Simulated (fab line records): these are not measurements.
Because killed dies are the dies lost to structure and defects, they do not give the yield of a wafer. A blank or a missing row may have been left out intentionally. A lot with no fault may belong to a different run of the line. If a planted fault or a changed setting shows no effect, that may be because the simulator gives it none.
Comparing a struck lot with a sound one + flow gf180mcu + 21 out of 602 route steps
Sound: wafers L102.1, L102.3, L102.5. Struck: wafer L114.3. (L114.1, L114.4 of the same lot were not struck and are left out.) The cause comes at the end.
For every step that has rows: the tool of each side, followed by ch and its chambers, followed by its first start. Under that, the readings that differ: sound wafers + struck wafers + difference of the means + sigmas: that difference in standard deviations of wafers without a fault.
alike: readings with means less than 2 such deviations apart, plus words and numbers identical on both sides. not compared: withheld readings, readings lacking a value on some wafer, bounds such as >300 that could conceal the same value, and numbers that have no deviation in the record and whose values overlap.
The two part at a step that has a row with sigmas, a row that says differs or no value, or rows on one side only. Numbers that have no deviation but don't overlap get no sigmas and don't part them. Lack of a reading on every wafer of one side parts them only where that side has two or more wafers.

first, 2 steps without rows for these wafers: GF_M2_CLEAN_19 (cleans in DIW); GF_V2_CVD_00 (deposits SiO2, target thk 600 nm, time 100 s).
GF_V2_THK_MEAS_01:
  sound on film metro-04, day 20 22:11; struck on film metro-03, day 24 18:31
  alike: V2_CVD_00_THK
GF_V2_CVD_02: deposits SiO2 from TEOS, target thk 850 nm, time 94.851 s.
  sound on pecvd-02 ch 0,1,2, day 20 22:14; struck on pecvd-01 ch 0, day 24 18:35
  alike: heater power w
GF_V2_THK_MEAS_03:
  sound on film metro-02, day 20 22:19; struck on film metro-04, day 24 18:41
  alike: V2_CVD_02_THK
GF_V2_CMP_04: polishes SiO2.
  sound on cmp-01 ch 0,2,3, day 20 22:25; struck on cmp-01 ch 0, day 24 18:44
  alike: motor current A, time to endpoint s
GF_V2_BOW_MEAS_05:
  sound on film metro-03, day 20 22:40; struck on film metro-03, day 24 19:02
  alike: V2_BOW
then, 5 steps without rows for these wafers: GF_V2_DEHYDRATE_06 (time 60 s); GF_V2_HMDS_07 (prime time 60 s); GF_V2_COAT_08; GF_V2_COAT_09 (resist thk 1000 nm); GF_V2_SOFTBAKE_10 (time 60 s).
GF_V2_EXPOSE_11: exposes mask Via2, target cd 260 nm.
  sound on krf scanner-01 ch 0, day 21 11:10; struck on krf scanner-01 ch 0, day 25 06:14
  alike: mask, focus offset nm
then, 2 steps without rows for these wafers: GF_V2_PEB_12 (peb time 90 s); GF_V2_DEVELOP_13 (develop time 60 s).
GF_V2_CD_MEAS_14: the cd target is 260 nm.
  sound on cd sem-02, day 21 22:50; struck on cd sem-01, day 25 16:52
  alike: cd nm
GF_V2_OVL_MEAS_15:
  sound on overlay-01, day 21 22:57; struck on overlay-02, day 25 16:59
| reading     | sound    | struck | difference | sigmas |
|-------------|----------|--------|------------|--------|
| V2_OVL (nm) | 17 17 15 | -5     | -21        | -4     |
GF_V2_ETCH_16: etches BARC in N2/H2.
  sound on rie diel-03 ch 0,1, day 21 22:59; struck on rie diel-01 ch 1, day 25 17:02
| reading             | sound           | struck | difference | sigmas |
|---------------------|-----------------|--------|------------|--------|
| model.V2.cd nm (nm) | 260 259.5 257.3 | 261.4  | +2.5       |        |
  alike: drypump motor current A, oes product au, throttle valve pct
GF_V2_ETCH_17: etches SiO2 in C4F8/O2/Ar, stops on TiN, target depth 630 nm.
  sound on rie diel-03 ch 0,1; struck on rie diel-01 ch 1
| reading             | sound             | struck | difference | sigmas |
|---------------------|-------------------|--------|------------|--------|
| model.V2.cd nm (nm) | 259.9 260.7 257.3 | 261.3  | +2.0       |        |
  alike: oes product au
GF_V2_STRIP_18: strips in O2/N2.
  sound on plasma asher-01 ch 1, day 21 23:07; struck on plasma asher-04 ch 0, day 25 17:10
  alike: drypump motor current A, heater power w, oes product au, platen temp c
  not compared: rf hours counter h
following that, these wafers have no rows for 1 step: GF_PASSIVATION_PROBE_99.

== WHERE THEY PART ==
Only at GF_V2_OVL_MEAS_15, within this record. Later steps at which nothing parts them and some readings are alike: GF_V2_ETCH_16, GF_V2_ETCH_17, GF_V2_STRIP_18.

WHY: what the simulator had put in
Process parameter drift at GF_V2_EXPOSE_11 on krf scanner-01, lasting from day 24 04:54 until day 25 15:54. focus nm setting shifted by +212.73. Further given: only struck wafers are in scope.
